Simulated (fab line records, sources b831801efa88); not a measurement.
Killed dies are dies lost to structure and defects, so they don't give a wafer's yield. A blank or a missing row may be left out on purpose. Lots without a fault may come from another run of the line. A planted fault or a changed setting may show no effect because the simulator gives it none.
Which tool did it? | flow sky130 | 6 lots, 18 wafers sampled, at 3 steps of a route of 708

WHAT THE GAUGES READ, wafer by wafer
SKY_SD_P_CD_MEAS_07: target cd 380 nm.
lot  | measured     | on        | cd_nm (nm)
L460 | day 26 02:40 | cd_sem-02 | 379.2 380.5 379.9
L463 | day 27 14:53 | cd_sem-02 | 384.5 379.5 381.2
L466 | day 28 12:58 | cd_sem-01 | 378.6 382.1 382.4
L468 | day 29 00:53 | cd_sem-01 | 403.8 408.4 407.4
L478 | day 32 08:10 | cd_sem-02 | 385.4 386.2 383.6
L481 | day 33 08:46 | cd_sem-01 | 381.3 381.4 377.7

WHICH TOOL RAN EACH LOT (tool, then ch and the chambers of the sampled wafers, then the start)
lot  | SKY_POLY_CUT_ETCH_10               | SKY_SD_P_EXPOSE_04
L460 | rie_diel-02 ch 0,1,3, day 24 21:43 | iline_stepper-01 ch 0, day 25 12:52
L463 | rie_diel-03 ch 0,1, day 26 09:55   | iline_stepper-02 ch 0, day 27 00:35
L466 | rie_diel-04 ch 0,2, day 27 08:42   | iline_stepper-02 ch 0, day 27 23:38
L468 | rie_diel-04 ch 0,3, day 27 21:17   | iline_stepper-02 ch 0, day 28 10:55
L478 | rie_diel-03 ch 0,1,3, day 31 04:33 | iline_stepper-02 ch 0, day 31 19:10
L481 | rie_diel-04 ch 1,2,3, day 32 05:26 | iline_stepper-02 ch 0, day 32 19:01
- SKY_POLY_CUT_ETCH_10: etches BARC in N2/H2, stops on SiO2, time 45.9 s, target depth 60 nm.
- SKY_SD_P_EXPOSE_04: exposes mask PSDM, target cd 380 nm.

THE ANSWER, worked out from the rows above alone
Rule: what is usual is taken from the lots themselves. Put in order of their means at a reading, lots are off if they are a third of the lots or fewer, leave a main group of 4 or more, and stand apart from it by a gap of 3 or more times the standard deviation of the main group's means; of several such gaps the widest counts. A main group whose means are all the same, to the digits that the tables above print for the reading, isn't used. A lot without any number at a reading at which 4 lots or more have one is off too. The other lots that the step has rows for count as sound.
Off: L468, at SKY_SD_P_CD_MEAS_07 (cd_nm). The main group: mean 381.6 nm, standard deviation 1.9.
A tool fits if, at a process step before that reading, it ran every lot that is off, and no sound lot after the first of them. The gauges at SKY_SD_P_CD_MEAS_07 are tried like those tools. None of those tried fits.

WHAT THE SIMULATOR HAD PUT IN
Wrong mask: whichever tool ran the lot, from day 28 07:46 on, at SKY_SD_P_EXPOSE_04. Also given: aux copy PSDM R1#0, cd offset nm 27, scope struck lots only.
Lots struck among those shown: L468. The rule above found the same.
